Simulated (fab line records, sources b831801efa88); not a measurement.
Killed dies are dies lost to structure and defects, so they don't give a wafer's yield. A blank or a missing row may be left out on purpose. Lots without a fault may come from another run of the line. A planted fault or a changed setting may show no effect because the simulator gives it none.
fab line records | flow gf180mcu
record lots=15 wafers=45 last_day=34
route steps=602 shown STI@15 NWELL@49 DUAL_GATE@149 HV_LDD@222
lots that met no fault: from a run of the same line without faults
start_h: hours from the record's first day to the start of the lot's first wafer shown | wait_h: hours since the lot's step before | " the same as in the row above | L1.1+2: a row that stands for several wafers | - no value, or no start given | * or withheld: withheld | < > ~ a bound
route shown NAME@n: a module of which the file shows steps, and the number in the route of the first | usual: mean/standard deviation of fault-free wafers | same: alike in all rows | chamber/n: place in a boat | sites: the reading at each site | _std_site: their standard deviation | _edge_site: outer sites' mean less inner sites' | radius_mm: how far each site lies from the wafer's centre | mask NAME#n: copy n | behind: the tool/chamber that last shaped the wafer | hold: why the lot was held/for how many hours/how that ended | device: the transistor (n, p or np) that didn't switch | end of line: the same wafers' tests at the end of the route | a step without rows: its recipe alone | killed: dies lost to structure and defects at the first sort, not the wafer's yield | map: a wafer's dies, x killed, . not, _ none there
set.NAME: the setting as run; set.NAME@STEP: as run at that earlier step | model.NAME: the simulator's own value behind a step, which no gauge read
steps of the route over a sample of lots; a table a step, a row a wafer
services: from which hour (start_h, from the record's first day; less than 0 if before it) a tool's chamber was out of use, for how many hours, and why
## steps
# step GF_STI_ETCH_14
# recipe target=Si chemistry=HBr/Cl2/O2 target_depth_nm=360 icp_w=600 bias_w=150 pressure_mtorr=15 HBr_flow_sccm=150 Cl2_flow_sccm=40 O2_flow_sccm=6 time_s=102.9
# usual HBr_flow_sccm=150.0/0.51 bias_w=150.0/0.48 drypump_motor_current_A=5.6/0.51 oes_product_au=1.006/0.011 throttle_valve_pct=25.653/0.011
# same time_s=102.9
# columns lot.wafer tool chamber start_h wait_h HBr_flow_sccm bias_w drypump_motor_current_A oes_product_au rf_hours_counter_h throttle_valve_pct
L661.3 rie_si-02 3 25.51 0.0 150.5 150.3 5.5 1.019 1 25.649
L661.4 " 2 " " 150.4 150.0 5.1 1.008 99 25.661
L661.5 " 1 " " 150.7 149.6 5.8 1.026 - 25.650
L663.1 rie_si-01 0 35.96 0.0 149.7 150.0 6.2 1.012 75 25.645
L663.2 " 3 " " 150.0 150.3 5.2 1.010 122 25.654
L663.6 " 3 " " 150.3 150.3 5.2 1.011 - 25.659
L664.3 rie_si-01 1 41.06 0.0 149.9 150.6 6.2 1.008 102 25.660
L664.4 " 2 " " 149.6 150.6 4.8 0.999 25 25.671
L664.6 " 0 " " 150.6 150.4 6.2 1.005 - 25.633
L668.3 rie_si-01 1 63.06 0.0 150.2 150.5 6.2 0.996 102 25.650
L668.4 " 2 " " 149.1 149.7 4.8 1.003 25 25.657
L668.6 " 3 " " 150.4 150.4 5.2 1.006 - 25.637
L669.3 rie_si-01 1 67.89 0.0 149.3 149.9 6.2 0.994 102 25.661
L669.4 " 3 " " 149.7 149.8 5.2 1.003 122 25.655
L669.6 " 0 " " 150.2 149.7 6.1 1.015 - 25.648
L670.1 rie_si-01 2 73.24 0.0 150.6 150.5 4.8 0.985 25 25.661
L670.3 " 1 " " 149.3 149.7 6.3 0.990 102 25.661
L670.6 " 2 " " 150.2 150.7 4.8 0.992 - 25.660
L672.2 rie_si-02 2 82.09 0.0 150.4 150.0 5.0 1.003 99 25.664
L672.3 " 0 " " 149.9 150.1 6.0 1.000 8 25.654
L672.5 " 3 " " 148.8 149.9 5.5 1.018 - 25.654
L674.1 rie_si-01 2 92.09 0.0 150.7 150.6 4.8 0.992 25 25.669
L674.5 " 0 " " 150.1 149.6 6.2 1.008 - 25.646
L674.6 " 1 " " 149.8 149.7 6.2 0.978 - 25.654
L675.4 rie_si-01 2 99.30 0.0 149.5 150.1 4.8 1.007 25 25.662
L675.5 " 0 " " 149.6 150.5 6.2 1.022 - 25.655
L675.6 " 1 " " 150.5 150.0 6.2 0.992 - 25.666
L677.2 rie_si-02 0 107.64 0.0 149.8 150.2 6.0 1.001 9 25.658
L677.5 " 2 " " 149.7 149.2 5.0 1.002 - 25.638
L677.6 " 3 " " 150.2 150.0 5.5 1.015 - 25.636
L678.1 rie_si-01 0 112.91 0.0 149.9 150.1 6.2 1.005 76 25.657
L678.4 " 2 " " 149.5 150.6 4.8 1.003 25 25.658
L678.6 " 1 " " 150.4 149.3 6.2 0.988 - 25.669
L680.2 rie_si-01 1 123.44 0.0 150.4 150.7 6.2 0.995 103 25.658
L680.3 " 0 " " 150.4 150.4 6.2 1.001 76 25.661
L680.6 " 1 " " 150.2 149.9 6.3 0.992 - 25.659
L682.4 rie_si-02 0 135.24 0.0 149.9 150.1 5.9 0.988 9 25.657
L682.5 " 1 " " 149.0 149.9 5.8 1.016 - 25.647
L682.6 " 0 " " 149.9 150.1 5.9 0.993 - 25.666
L683.1 rie_si-01 1 139.26 0.0 150.2 149.6 6.2 0.997 103 25.665
L683.4 " 0 " " 149.2 150.2 6.2 1.020 - 25.640
L683.6 " 1 " " 150.0 150.5 6.2 1.006 - 25.637
L684.1 rie_si-02 1 144.16 0.0 150.5 150.2 5.8 1.016 59 25.632
L684.3 " 2 " " 150.0 149.7 5.0 1.012 100 25.645
L684.4 " 0 " " 149.2 149.6 5.9 1.001 9 25.652
# step GF_NWELL_OVL_MEAS_07
# usual NWELL_OVL=0.8/1.4
# columns lot.wafer tool chamber start_h wait_h NWELL_OVL[nm]
L661.3 overlay-02 - 54.00 - 2.3
L661.4 " - " " 0.7
L661.5 " - " " 2.5
L663.1 overlay-02 - 68.72 - 2.5
L663.2 " - " " 1.7
L663.6 " - " " 3.4
L664.3 overlay-02 - 72.17 - -0.2
L664.4 " - " " 1.5
L664.6 " - " " -0.6
L668.3 overlay-01 - 94.94 - 1.8
L668.4 " - " " 0.5
L668.6 " - " " -1.0
L669.3 overlay-01 - 99.55 - 2.4
L669.4 " - " " 1.2
L669.6 " - " " 1.2
L670.1 overlay-02 - 105.09 - -0.2
L670.3 " - " " -0.5
L670.6 " - " " -0.2
L672.2 overlay-02 - 117.57 - -0.9
L672.3 " - " " 1.4
L672.5 " - " " 1.5
L674.1 overlay-01 - 124.02 - -1.4
L674.5 " - " " 0.3
L674.6 " - " " -2.1
L675.4 overlay-02 - 133.28 - 1.8
L675.5 " - " " 0.2
L675.6 " - " " 1.2
L677.2 overlay-01 - 141.76 - 0.3
L677.5 " - " " 4.4
L677.6 " - " " 1.7
L678.1 overlay-02 - 150.52 - 3.3
L678.4 " - " " 1.3
L678.6 " - " " 0.9
L680.2 overlay-02 - 159.03 - 1.9
L680.3 " - " " 4.3
L680.6 " - " " 2.2
L682.4 overlay-01 - 170.63 - -0.5
L682.5 " - " " 0.5
L682.6 " - " " 0.7
L683.1 overlay-01 - 175.49 - 0.4
L683.4 " - " " 0.5
L683.6 " - " " 3.7
L684.1 overlay-02 - 180.29 - 2.2
L684.3 " - " " 2.1
L684.4 " - " " 1.5
# step GF_DUAL_GATE_EXPOSE_08
# recipe mask_id=Dualgate target_cd_nm=700 na=0.6 source_shape=conventional sigma_outer=0.6 dose_mj=140
# usual exposure_dose_mJ_cm2=140.01/0.15 focus_offset_nm=0.0/0.51
# columns lot.wafer tool chamber start_h wait_h mask exposure_dose_mJ_cm2 focus_offset_nm
L661.3 iline_stepper-01 0 167.24 - Dualgate#0 140.07 0.5
L661.4 " 0 " " Dualgate#0 139.93 -0.1
L661.5 " 0 " " Dualgate#0 140.06 0.1
L663.1 iline_stepper-01 0 189.30 - Dualgate#0 139.89 0.1
L663.2 " 0 " " Dualgate#0 140.06 0.2
L663.6 " 0 " " Dualgate#0 140.09 -0.2
L664.3 iline_stepper-02 0 189.58 - Dualgate#0 140.12 -0.5
L664.4 " 0 " " Dualgate#0 140.12 -0.5
L664.6 " 0 " " Dualgate#0 140.16 -1.0
L668.3 iline_stepper-02 - 213.05 - Dualgate#0 - -
L668.4 " - " " Dualgate#0 - -
L668.6 " - " " Dualgate#0 - -
L669.3 iline_stepper-02 - 221.68 - Dualgate#0 - -
L669.4 " - " " Dualgate#0 - -
L669.6 " - " " Dualgate#0 - -
L670.1 iline_stepper-01 - 228.88 - Dualgate#0 - -
L670.3 " - " " Dualgate#0 - -
L670.6 " - " " Dualgate#0 - -
L672.2 iline_stepper-02 0 243.30 - Dualgate#0 139.91 -0.7
L672.3 " 0 " " Dualgate#0 139.75 0.0
L672.5 " 0 " " Dualgate#0 139.87 -0.4
L674.1 iline_stepper-02 0 250.97 - Dualgate#0 139.98 0.3
L674.5 " 0 " " Dualgate#0 140.13 1.0
L674.6 " 0 " " Dualgate#0 140.20 0.1
L675.4 iline_stepper-02 0 264.22 - Dualgate#0 139.75 1.3
L675.5 " 0 " " Dualgate#0 139.93 0.1
L675.6 " 0 " " Dualgate#0 139.95 0.5
L677.2 iline_stepper-01 0 274.33 - Dualgate#0 139.80 -0.7
L677.5 " 0 " " Dualgate#0 139.93 0.0
L677.6 " 0 " " Dualgate#0 139.70 -0.3
L678.1 iline_stepper-02 0 283.71 - Dualgate#0 140.02 1.1
L678.4 " 0 " " Dualgate#0 139.89 0.1
L678.6 " 0 " " Dualgate#0 139.91 0.3
L680.2 iline_stepper-01 0 294.55 - Dualgate#0 140.05 -0.2
L680.3 " 0 " " Dualgate#0 140.12 -1.1
L680.6 " 0 " " Dualgate#0 139.90 -0.9
L682.4 iline_stepper-01 0 308.90 - Dualgate#0 139.96 0.5
L682.5 " 0 " " Dualgate#0 139.97 0.1
L682.6 " 0 " " Dualgate#0 139.82 0.3
L683.1 iline_stepper-01 0 315.46 - Dualgate#0 139.89 0.8
L683.4 " 0 " " Dualgate#0 140.06 0.1
L683.6 " 0 " " Dualgate#0 140.08 0.7
L684.1 iline_stepper-02 0 325.06 - Dualgate#0 140.00 0.9
L684.3 " 0 " " Dualgate#0 140.10 -0.7
L684.4 " 0 " " Dualgate#0 140.02 0.9
# step GF_HV_LDD_CD_MEAS_46
# recipe target_cd_nm=400
# usual cd_nm=400.5/2.6
# columns lot.wafer tool chamber start_h wait_h cd_nm
L661.3 cd_sem-01 - 280.97 0.1 398.3
L661.4 " - " " 398.3
L661.5 " - " " 397.7
L664.3 cd_sem-02 - 300.16 0.1 399.2
L664.4 " - " " 398.0
L664.6 " - " " 399.6
L663.1 cd_sem-02 - 301.02 0.1 402.7
L663.2 " - " " 399.4
L663.6 " - " " 402.3
L672.2 cd_sem-01 - 365.55 0.1 403.5
L672.3 " - " " 405.4
L672.5 " - " " 405.2
L674.1 cd_sem-01 - 371.48 0.1 400.9
L674.5 " - " " 400.5
L674.6 " - " " 400.6
L675.4 cd_sem-02 - 387.59 0.1 403.8
L675.5 " - " " 404.4
L675.6 " - " " 404.3
L677.2 cd_sem-02 - 399.60 0.1 401.8
L677.5 " - " " 397.5
L677.6 " - " " 398.9
L678.1 cd_sem-02 - 406.08 0.1 398.8
L678.4 " - " " 399.6
L678.6 " - " " 398.6
L680.2 cd_sem-01 - 422.45 0.1 397.0
L680.3 " - " " 398.6
L680.6 " - " " 397.3
L682.4 cd_sem-02 - 436.49 0.1 402.7
L682.5 " - " " 402.0
L682.6 " - " " 399.1
L683.1 cd_sem-02 - 446.13 0.1 401.5
L683.4 " - " " 401.8
L683.6 " - " " 401.3
L684.1 cd_sem-02 - 457.27 0.1 400.0
L684.3 " - " " 397.8
L684.4 " - " " 397.5
## services
# columns tool chamber start_h hours kind
rie_si-02 0 14.40 4.6 repair
iline_stepper-02 - 14.57 1.7 pm
rie_si-02 2 37.77 1.9 repair
rie_si-01 1 43.57 8.4 repair
rie_si-02 0 45.53 6.8 repair
iline_stepper-01 - 48.38 1.7 pm
rie_si-02 2 71.37 3.1 repair
rie_si-01 0 72.49 15.6 repair
iline_stepper-01 - 104.95 0.8 pm
rie_si-01 3 129.36 25.9 repair
iline_stepper-01 - 137.17 4.4 pm
iline_stepper-02 - 141.65 2.1 pm
rie_si-02 - 175.73 0.8 repair
rie_si-01 - 199.17 2.8 pm
rie_si-01 3 212.72 12.9 repair
rie_si-01 3 225.66 - clean
rie_si-01 3 225.66 16.8 scheduled_down
rie_si-01 3 225.66 16.8 vent_cycle
iline_stepper-02 - 232.75 1.7 pm
rie_si-02 2 238.18 5.4 repair
iline_stepper-01 - 266.55 1.7 pm
rie_si-01 1 287.76 - clean
rie_si-01 1 287.76 30.2 scheduled_down
rie_si-01 1 287.76 30.2 vent_cycle
## key
first_sign step=GF_DUAL_GATE_EXPOSE_08 reading=tool_record direction=missing
effect none on later readings
met_at GF_DUAL_GATE_EXPOSE_08
struck_lots L668,L669,L670
later_rows_left_out L668.3,L668.4,L668.6,L669.3,L669.4,L669.6,L670.1,L670.3,L670.6
sort_left_out L668.3,L668.4,L668.6,L669.3,L669.4,L669.6,L670.1,L670.3,L670.6
tester_left_out L668,L669,L670
not_acting_at GF_STI_ETCH_14,GF_NWELL_OVL_MEAS_07,GF_HV_LDD_CD_MEAS_46
onset_between 189.58 213.05
fault kind=skipped_step_whole tool=iline_stepper-01,iline_stepper-02 chamber=- onset_h=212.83 steps=GF_DUAL_GATE_EXPOSE_08 scope=struck_lots_only
# tester_left_out: of these lots the tester's yield and bins aren't shown, on N5 and GAA mostly nor the transistor test; their killed dies are dies lost to structure and defects alone, not to doping, threshold or leakage, so they don't give the yield
# sort_left_out: the simulated sort isn't trusted on such a fault, so these wafers' sort isn't shown, and their yield isn't known
# later_rows_left_out: the simulator's readings of these wafers behind a module that went badly wrong aren't trusted and aren't shown, but for the sort
